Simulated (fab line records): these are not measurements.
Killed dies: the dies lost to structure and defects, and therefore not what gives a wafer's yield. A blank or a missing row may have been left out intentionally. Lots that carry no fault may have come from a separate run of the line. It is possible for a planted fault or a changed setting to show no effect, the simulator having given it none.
Struck lot and sound lot, side by side -- flow sky130 -- 16 steps out of a route of 708
Sound: these wafers, L944.4, L944.5, L944.6. Struck: wafer L954.1. (L954.6 of the same lot was not struck and is left out.) The cause comes at the end.
At each step with rows: each side's tool, then ch and its chambers, then its first start. Under that, the readings that differ: sound wafers -- struck wafers -- difference of the means -- sigmas: that difference in standard deviations of wafers without a fault.
alike: a reading whose means differ by less than 2 such deviations, as well as words and numbers matching on both sides. not compared: withheld readings; readings where some wafer has no value; bounds like >300 that might hide an equal value; numbers whose values overlap and for which the record gives no deviation.
Wherever a step has rows on one side only, a row that says differs or no value, or a row with sigmas, the two part there. Non-overlapping numbers with no deviation appear without sigmas and do not part them. A reading that every wafer of one side lacks parts them only if that side has two wafers or more.

first, 3 steps without rows for these wafers: SKY_METAL1_EXPOSE_12 (exposes mask MM1, target cd 140 nm); SKY_METAL1_PEB_13; SKY_METAL1_DEVELOP_14 (develop time 60 s).
SKY_METAL1_CD_MEAS_15: target cd 140 nm.
  struck on cd_sem-01, day 37 22:05; sound on cd_sem-01, day 34 22:26
  alike: cd_nm
SKY_METAL1_OVL_MEAS_16:
  struck on overlay-01, day 37 22:13; sound on overlay-01, day 34 22:31
reading,sound,struck,difference,sigmas
METAL1_OVL (nm),2 2 7,-11,-15,-3
SKY_METAL1_DESCUM_17: chemistry O2, time 8 s.
  sound on rie_metal-01 ch 0,1, day 34 22:33; struck on rie_metal-01 ch 1, day 37 22:14
reading,sound,struck,difference,sigmas
rf_hours_counter_h (h),- - -,17,no value on the sound wafers,
  alike: drypump_motor_current_A, oes_product_au
SKY_METAL1_ETCH_18: etches BARC in N2/H2, stops on SiO2, time 45.9 s, target depth 60 nm.
  sound on rie_metal-01 ch 0,1, day 34 22:35; struck on rie_metal-01 ch 1, day 37 22:17
reading,sound,struck,difference,sigmas
rf_hours_counter_h (h),- - -,17,no value on the sound wafers,
  alike: bias_w, drypump_motor_current_A, oes_product_au, throttle_valve_pct
SKY_METAL1_METAL_ETCH_19: etches the open film in Cl2/BCl3, stops on SiO2, target depth 360 nm, time 78 s.
  sound on rie_metal-01 ch 0,1, day 34 22:40; struck on rie_metal-01 ch 1, day 37 22:20
reading,sound,struck,difference,sigmas
rf_hours_counter_h (h),- - -,17,no value on the sound wafers,
  alike: bias_w, drypump_motor_current_A, oes_product_au, throttle_valve_pct
SKY_METAL1_STRIP_20: strips in O2/N2.
  sound on plasma_asher-03 ch 0,1, day 34 22:46; struck on plasma_asher-04 ch 0, day 37 22:26
reading,sound,struck,difference,sigmas
drypump_motor_current_A (A),6.5 6.5 5.9,5.2,-1.1,-2
rf_hours_counter_h (h),- - -,103,no value on the sound wafers,
  alike: oes_product_au, strip_time_to_endpoint_s
then, 3 steps without rows for these wafers: SKY_METAL1_STRIP_21 (strips in post etch residue remover, time 1200 s); SKY_METAL1_CLEAN_22 (cleans in IPA, time 180 s); SKY_METAL1_CLEAN_23 (cleans in O3/DIW).
SKY_VIA1_HDPCVD_00: deposits SiO2, target thk 1030 nm, time 171.7 s.
  sound on hdpcvd-02 ch 0,1,2, day 34 23:22; struck on hdpcvd-02 ch 2, day 37 23:26
reading,sound,struck,difference,sigmas
model.SiO2_of_VIA1_HDPCVD_00.thk_nm (nm),1042 1036 1038,532.8,-505.9,
SKY_VIA1_THK_MEAS_01:
  struck on film_metro-04, day 37 23:32; sound on film_metro-02, day 34 23:28
reading,sound,struck,difference,sigmas
VIA1_HDPCVD_THK (nm),1042 1036 1038,533,-506,-57
SKY_VIA1_CMP_02: polishes SiO2.
  sound on cmp-02 ch 1,2,3, day 34 23:38; struck on cmp-01 ch 3, day 37 23:36
  alike: motor_current_A
-- the record jumps here: 12 days lie between the struck wafers' starts before and after (it left off in module VIA1 and takes up again in module PAD_OPEN, whose first step shown is number 708 of the route) --
SKY_PAD_OPEN_PROBE_99:
  struck on prober-01, day 49 14:34; sound on prober-01, day 47 09:49
reading,sound,struck,difference,sigmas
model.etest.tester.sort_n_pass,409 392 408,282,-121,
model.etest.tester.sort_bin_3_pct (%),0.2033 1.016 1.22,28.46,+27.65,
model.etest.tester.sort_yield_pct (%),83.13 79.67 82.93,57.32,-24.59,
model.etest.met2_comb.leak_log10_a_um,-12.05 -11.86 -12.09,-7.434,+4.566,
model.etest.tester.sort_bin_8_pct (%),0 0 0,4.191e-07,+4.191e-07,
  alike: defect_limited_yield, killed_at_M0_to_M3, killed_at_M4_up, killed_at_contacts, killed_at_front_end, killed_at_other, killed_dies, killed_open, killed_short
  not compared: model.etest.tester.sort_bin_4_pct

## WHERE THEY PART
First at SKY_METAL1_OVL_MEAS_16; last, within this record, at SKY_VIA1_THK_MEAS_01. Later steps at which nothing parts them and some readings are alike: SKY_VIA1_CMP_02, SKY_PAD_OPEN_PROBE_99.

WHY: the cause the simulator had injected
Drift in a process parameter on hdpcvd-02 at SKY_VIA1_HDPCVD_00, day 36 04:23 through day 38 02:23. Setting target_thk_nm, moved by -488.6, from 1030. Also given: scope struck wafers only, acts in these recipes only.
